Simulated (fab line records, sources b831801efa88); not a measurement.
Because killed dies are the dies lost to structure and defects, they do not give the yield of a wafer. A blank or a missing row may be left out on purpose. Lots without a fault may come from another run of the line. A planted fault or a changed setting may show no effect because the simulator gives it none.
Which tool is to blame? || flow gf180mcu || Sampling: 10 lots, 30 wafers, 2 of 602 route steps

WHAT THE GAUGES SHOWED, per wafer
GF_M5_OVL_MEAS_08.
{"lot": "L366", "measured": "day 25 23:05", "on": "overlay-01", "M5_OVL (nm)": "-4 3 -1"}
{"lot": "L367", "measured": "day 27 03:55", "on": "overlay-01", "M5_OVL (nm)": "6 4 9"}
{"lot": "L371", "measured": "day 27 23:23", "on": "overlay-02", "M5_OVL (nm)": "-4 -10 -2"}
{"lot": "L376", "measured": "day 29 02:45", "on": "overlay-02", "M5_OVL (nm)": "2 -3 -5"}
{"lot": "L377", "measured": "day 29 13:31", "on": "overlay-01", "M5_OVL (nm)": "-5 -6 -2"}
{"lot": "L378", "measured": "day 30 02:53", "on": "overlay-01", "M5_OVL (nm)": "1 2 -2"}
{"lot": "L381", "measured": "day 30 17:45", "on": "overlay-02", "M5_OVL (nm)": "-7 -8 -5"}
{"lot": "L384", "measured": "day 31 13:22", "on": "overlay-02", "M5_OVL (nm)": "2 -1 -5"}
{"lot": "L385", "measured": "day 32 00:59", "on": "overlay-01", "M5_OVL (nm)": "-6 0 3"}
{"lot": "L388", "measured": "day 32 12:11", "on": "overlay-02", "M5_OVL (nm)": "-1 -7 -3"}

WHICH TOOL RAN EACH LOT (tool, then ch and the chambers of the sampled wafers, then the start)
{"lot": "L366", "GF_MIM_STRIP_20": "plasma-asher-03 ch 0,1, day 25 00:37"}
{"lot": "L367", "GF_MIM_STRIP_20": "plasma-asher-03 ch 0,1, day 26 06:19"}
{"lot": "L371", "GF_MIM_STRIP_20": "plasma-asher-03 ch 0,1, day 27 02:37"}
{"lot": "L376", "GF_MIM_STRIP_20": "plasma-asher-04 ch 0,1, day 28 08:31"}
{"lot": "L377", "GF_MIM_STRIP_20": "plasma-asher-04 ch 0,1, day 28 19:01"}
{"lot": "L378", "GF_MIM_STRIP_20": "plasma-asher-03 ch 0,1, day 29 07:37"}
{"lot": "L381", "GF_MIM_STRIP_20": "plasma-asher-04 ch 0,1, day 29 23:25"}
{"lot": "L384", "GF_MIM_STRIP_20": "plasma-asher-02 ch 0,1, day 30 19:58"}
{"lot": "L385", "GF_MIM_STRIP_20": "plasma-asher-03 ch 0,1, day 31 08:16"}
{"lot": "L388", "GF_MIM_STRIP_20": "plasma-asher-03 ch 1, day 31 19:34"}
- GF_MIM_STRIP_20: strips in O2/N2.

THE ANSWER, worked out from the rows above alone
Rule: the usual values come from the lots themselves. Put in order of their means at a reading, lots are off if they are a third of the lots or fewer, leave a main group of 4 or more, and stand apart from it by a gap of 3 or more times the standard deviation of the main group's means; of several such gaps the widest counts. A main group is skipped when, at the precision printed for the reading in the tables above, its means are all equal. A lot without any number at a reading at which 4 lots or more have one is off too. All remaining lots with rows at the step are treated as sound.
Across all readings shown, no lot is off: no conclusion can be drawn from this.

WHAT THE SIMULATOR HAD PUT IN
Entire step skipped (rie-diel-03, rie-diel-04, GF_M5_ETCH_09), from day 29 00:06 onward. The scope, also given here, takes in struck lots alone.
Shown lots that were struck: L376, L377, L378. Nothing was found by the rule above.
